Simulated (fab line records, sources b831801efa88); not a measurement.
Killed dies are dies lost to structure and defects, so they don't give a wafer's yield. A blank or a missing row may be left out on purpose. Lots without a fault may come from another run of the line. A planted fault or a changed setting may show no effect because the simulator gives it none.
fab line records | flow gf180mcu
record lots=14 wafers=42 last_day=33
route steps=602 shown V2@405 M3@409
lots that met no fault: from a run of the same line without faults
start_h: hours from the record's first day to the start of the lot's first wafer shown | wait_h: hours since the lot's step before | " the same as in the row above | L1.1+2: a row that stands for several wafers | - no value, or no start given | * or withheld: withheld | < > ~ a bound
route shown NAME@n: a module of which the file shows steps, and the number in the route of the first | usual: mean/standard deviation of fault-free wafers | same: alike in all rows | chamber/n: place in a boat | sites: the reading at each site | _std_site: their standard deviation | _edge_site: outer sites' mean less inner sites' | radius_mm: how far each site lies from the wafer's centre | mask NAME#n: copy n | behind: the tool/chamber that last shaped the wafer | hold: why the lot was held/for how many hours/how that ended | device: the transistor (n, p or np) that didn't switch | end of line: the same wafers' tests at the end of the route | a step without rows: its recipe alone | killed: dies lost to structure and defects at the first sort, not the wafer's yield | map: a wafer's dies, x killed, . not, _ none there
set.NAME: the setting as run; set.NAME@STEP: as run at that earlier step | model.NAME: the simulator's own value behind a step, which no gauge read
steps of the route over a sample of lots; a table a step, a row a wafer
services: from which hour (start_h, from the record's first day; less than 0 if before it) a tool's chamber was out of use, for how many hours, and why
## steps
# step GF_V2_CVD_23
# recipe material=W target_thk_nm=350 time_s=104.94 temp_c=400 pressure_torr=40
# usual heater_power_outer_w=545/73 heater_power_w=863/85
# columns lot.wafer tool chamber start_h wait_h heater_power_outer_w heater_power_w
L412.4 cvd_w-01 1 457.22 0.1 453 710
L412.5 " 1 " " 456 729
L412.6 " 0 " " 546 897
L414.1 cvd_w-01 1 480.37 0.0 448 722
L414.4 " 1 " " 451 738
L414.5 " 0 " " 531 873
L416.2 cvd_w-01 0 492.10 0.0 565 876
L416.3 " 1 " " 463 714
L416.5 " 1 " " 463 750
L417.1 cvd_w-01 0 512.19 0.0 556 888
L417.2 " 0 " " 540 878
L417.3 " 0 " " 536 899
L418.1 cvd_w-02 0 514.84 0.0 661 925
L418.2 " 1 " " 491 858
L418.3 " 0 " " 651 982
L419.1 cvd_w-01 0 523.99 0.0 554 898
L419.2 " 1 " " 465 734
L419.4 " 1 " " 465 722
L420.1 cvd_w-02 0 534.54 0.0 652 986
L420.3 " 1 " " 501 854
L420.6 " 0 " " 650 978
L421.2 cvd_w-01 1 544.23 0.0 463 738
L421.5 " 0 " " 562 875
L421.6 " 1 " " 466 720
L423.1 cvd_w-01 0 562.89 0.0 557 874
L423.4 " 1 " " 461 740
L423.6 " 1 " " 469 715
L424.1 cvd_w-01 1 566.41 0.0 462 723
L424.2 " 0 " " 550 872
L424.3 " 0 " " 558 907
L425.1 cvd_w-01 0 583.12 0.0 550 905
L425.4 " 1 " " 461 733
L425.5 " 1 " " 457 724
L426.1 cvd_w-02 1 590.52 0.0 512 858
L426.3 " 1 " " 504 877
L426.4 " 0 " " 661 971
L427.2 cvd_w-02 1 596.17 0.0 503 886
L427.4 " 0 " " 668 935
L427.5 " 0 " " 649 965
L428.2 cvd_w-01 0 601.57 0.0 557 899
L428.3 " 0 " " 555 880
L428.4 " 1 " " 464 732
# step GF_V2_THK_MEAS_25
# recipe thk_meas_gauge=xrf reads=W_of_V2_CVD_23
# usual V2_W_THK=353/4
# columns lot.wafer tool chamber start_h wait_h V2_W_THK[nm]
L412.4 film_metro-04 - 457.45 0.1 345
L412.5 " - " " 347
L412.6 " - " " 354
L414.1 film_metro-03 - 480.60 0.1 348
L414.4 " - " " 353
L414.5 " - " " 357
L416.2 film_metro-02 - 492.34 0.1 359
L416.3 " - " " 350
L416.5 " - " " 350
L417.1 film_metro-02 - 512.53 0.1 352
L417.2 " - " " 352
L417.3 " - " " 348
L418.1 film_metro-04 - 515.07 0.1 343
L418.2 " - " " 347
L418.3 " - " " 349
L419.1 film_metro-02 - 524.22 0.1 356
L419.2 " - " " 354
L419.4 " - " " 351
L420.1 film_metro-03 - 534.78 0.1 353
L420.3 " - " " 354
L420.6 " - " " 352
L421.2 film_metro-03 - 544.47 0.1 352
L421.5 " - " " 354
L421.6 " - " " 351
L423.1 film_metro-04 - 563.12 0.1 352
L423.4 " - " " 351
L423.6 " - " " 351
L424.1 film_metro-04 - 566.64 0.1 349
L424.2 " - " " 354
L424.3 " - " " 350
L425.1 film_metro-02 - 583.35 0.1 361
L425.4 " - " " 357
L425.5 " - " " 363
L426.1 film_metro-04 - 590.75 0.1 346
L426.3 " - " " 356
L426.4 " - " " 353
L427.2 film_metro-04 - 596.41 0.1 348
L427.4 " - " " 351
L427.5 " - " " 350
L428.2 film_metro-02 - 601.81 0.1 356
L428.3 " - " " 356
L428.4 " - " " 353
# step GF_V2_CMP_26
# recipe stop_on=SiO2 down_force_psi=3.5 platen_rpm=60 t_overpolish_s=15 target_thk_nm=0 pad_velocity_m_s=0.94248
# usual motor_current_A=11.0/0.91 overpolish_run_s=14.999/0.0093 platen_rpm=60.01/0.036 retaining_ring_pressure_frac=1.001/0.0043 slurry_flow_ml_min=150.0/0.43 time_to_endpoint_s=84/4
# columns lot.wafer tool chamber start_h wait_h motor_current_A overpolish_run_s platen_rpm retaining_ring_pressure_frac slurry_flow_ml_min time_to_endpoint_s
L412.4 cmp-01 2 457.63 0.2 10.5 14.987 60.02 0.997 149.9 86
L412.6 " 3 " " 12.4 14.989 60.02 1.001 150.3 87
L412.5 " 0 " " 10.7 14.982 60.01 1.006 150.6 84
L414.4 cmp-02 0 480.66 0.0 11.1 14.989 60.05 0.997 150.3 82
L414.1 " 3 " " 9.8 14.989 60.00 1.001 150.5 77
L414.5 " 1 " " 12.0 15.001 60.06 1.005 150.0 77
L416.3 cmp-01 0 492.44 0.1 10.8 15.001 59.96 0.996 149.3 84
L416.2 " 2 " " 9.9 15.004 59.97 1.000 149.7 90
L416.5 " 3 " " 12.9 14.984 59.96 0.994 151.0 84
L417.3 cmp-01 3 512.59 0.0 12.5 15.000 60.00 0.996 150.4 88
L417.2 " 0 " " 10.4 15.006 60.06 1.003 150.1 87
L417.1 " 1 " " 11.4 15.000 60.06 0.998 149.9 83
L418.2 cmp-01 0 515.26 0.2 10.3 15.005 60.04 1.005 150.2 86
L418.3 " 2 " " 10.2 15.004 59.98 1.002 149.6 87
L418.1 " 3 " " 11.9 15.001 59.93 1.001 150.1 85
L419.1 cmp-01 0 524.28 0.1 10.1 14.994 59.92 1.009 149.9 85
L419.4 " 1 " " 11.0 15.007 60.03 1.002 149.9 78
L419.2 " 2 " " 10.1 15.005 60.02 1.003 150.3 86
L420.1 cmp-01 0 534.94 0.1 10.6 15.007 59.96 0.999 150.7 88
L420.3 " 1 " " 11.4 14.993 60.02 0.996 150.2 80
L420.6 " 3 " " 12.4 14.992 60.02 0.995 149.7 81
L421.2 cmp-01 0 544.62 0.1 10.2 15.003 59.98 1.005 149.3 84
L421.6 " 2 " " 10.2 14.983 60.06 0.996 150.0 84
L421.5 " 3 " " 12.0 14.986 60.01 1.005 149.7 83
L423.4 cmp-01 1 563.23 0.1 11.2 14.999 59.96 1.001 150.7 79
L423.1 " 3 " " 11.9 15.008 59.99 0.997 150.1 85
L423.6 " 0 " " 10.5 15.026 60.00 1.002 150.0 84
L424.2 cmp-02 0 566.70 0.0 11.8 14.995 60.05 1.010 150.8 87
L424.1 " 1 " " 11.2 15.004 60.06 1.002 149.6 78
L424.3 " 2 " " 9.3 14.998 59.93 0.997 149.4 84
L425.4 cmp-01 3 583.52 0.1 12.5 14.993 60.00 1.007 149.8 87
L425.1 " 0 " " 10.8 14.999 59.97 1.000 149.7 88
L425.5 " 0 " " 10.7 15.009 60.08 1.002 150.4 91
L426.3 cmp-01 1 590.86 0.1 11.3 0.040 60.01 1.002 150.2 131
L426.4 " 2 " " 10.4 0.037 60.06 0.997 149.8 131
L426.1 " 3 " " 12.2 14.997 60.04 0.997 150.0 83
L427.2 cmp-02 2 596.51 0.1 9.0 15.001 60.00 0.995 150.1 87
L427.4 " 0 " " 11.5 15.004 60.03 0.996 149.9 87
L427.5 " 2 " " 9.1 14.994 59.95 0.997 149.9 86
L428.4 cmp-01 1 601.91 0.1 11.4 0.032 60.04 1.000 149.2 129
L428.3 " 2 " " 10.5 0.040 59.95 1.002 150.2 131
L428.2 " 3 " " 11.9 15.012 59.96 0.997 150.9 90
# step GF_M3_SPUTTER_00
# recipe material=Ti target_thk_nm=37.5 arriving_ion_energy_ev=80 substrate_temp_c=200 chamber_pressure_pa=2 power_w=4000 time_s=150
# usual throttle_valve_pct=30.5/1.1
# columns lot.wafer tool chamber start_h wait_h throttle_valve_pct
L412.4 pvd_sputter-01 - 457.83 0.1 32.0
L412.5 " - " " 29.4
L412.6 " - " " 32.7
L414.1 pvd_sputter-03 - 480.96 0.1 30.4
L414.4 " - " " 29.4
L414.5 " - " " 31.7
L416.2 pvd_sputter-03 - 492.69 0.1 30.5
L416.3 " - " " 29.3
L416.5 " - " " 29.5
L417.1 pvd_sputter-03 - 512.89 0.1 31.6
L417.2 " - " " 29.9
L417.3 " - " " 29.5
L418.1 pvd_sputter-03 - 515.56 0.1 29.1
L418.2 " - " " 31.5
L418.3 " - " " 30.2
L419.1 pvd_sputter-04 - 524.58 0.2 30.8
L419.2 " - " " 29.5
L419.4 " - " " 29.1
L420.1 pvd_sputter-01 - 535.14 0.1 29.5
L420.3 " - " " 30.1
L420.6 " - " " 31.6
L421.2 pvd_sputter-04 - 544.82 0.1 29.6
L421.5 " - " " 29.6
L421.6 " - " " 30.8
L423.1 pvd_sputter-01 - 563.48 0.1 30.0
L423.4 " - " " 29.5
L423.6 " - " " 29.6
L424.1 pvd_sputter-03 - 567.00 0.2 31.5
L424.2 " - " " 29.2
L424.3 " - " " 29.7
L425.1 pvd_sputter-03 - 583.82 0.2 31.9
L425.4 " - " " 29.8
L425.5 " - " " 31.5
L426.1 pvd_sputter-03 - 591.11 0.1 29.5
L427.2 pvd_sputter-03 - 596.76 0.2 31.6
L427.4 " - " " 29.2
L427.5 " - " " 31.8
L428.2 pvd_sputter-01 - 602.16 0.1 31.7
## services
# columns tool chamber start_h hours kind
pvd_sputter-03 - 434.39 8.3 repair
cmp-02 - 436.00 0.7 repair
cmp-01 - 437.73 7.4 repair
pvd_sputter-03 - 439.50 8.5 repair
pvd_sputter-01 - 460.43 3.0 repair
cmp-02 - 463.01 13.7 repair
cmp-02 - 468.51 0.4 repair
cvd_w-01 1 499.09 18.2 repair
cvd_w-02 - 506.81 6.9 pm
cmp-02 - 507.28 9.1 repair
cvd_w-02 - 522.50 0.9 repair
cvd_w-02 1 553.61 9.6 repair
cmp-02 - 572.55 4.0 pm
cmp-02 - 576.55 - consumable_replace:conditioner
cmp-02 - 576.55 - consumable_replace:pad
pvd_sputter-04 - 577.63 2.6 repair
cmp-01 - 579.75 1.1 repair
cmp-02 - 580.83 12.1 pm
## key
first_sign step=GF_V2_CMP_26 reading=overpolish_run_s direction=down sigmas=99+ usual=14.999 struck=0.037
effect step=GF_V2_CMP_26 reading=time_to_endpoint_s direction=up sigmas=12 usual=* struck=*
met_at GF_V2_CMP_26
struck_lots L426,L428
struck_wafers L426.3,L426.4,L428.3,L428.4
later_rows_left_out L426.3,L426.4,L428.3,L428.4
sort_left_out L426.3,L426.4,L428.3,L428.4
not_acting_at GF_V2_CVD_23,GF_V2_THK_MEAS_25,GF_M3_SPUTTER_00
onset_between 583.52 590.86
fault kind=process_parameter_drift tool=cmp-01 chamber=- onset_h=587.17 steps=GF_V2_CMP_26 channel=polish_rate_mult offset=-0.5 shape=step end_h=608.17 scope=struck_wafers_only
# sort_left_out: the simulated sort isn't trusted on such a fault, so these wafers' sort isn't shown, and their yield isn't known
# later_rows_left_out: the simulator's readings of these wafers behind a module that went badly wrong aren't trusted and aren't shown, but for the sort
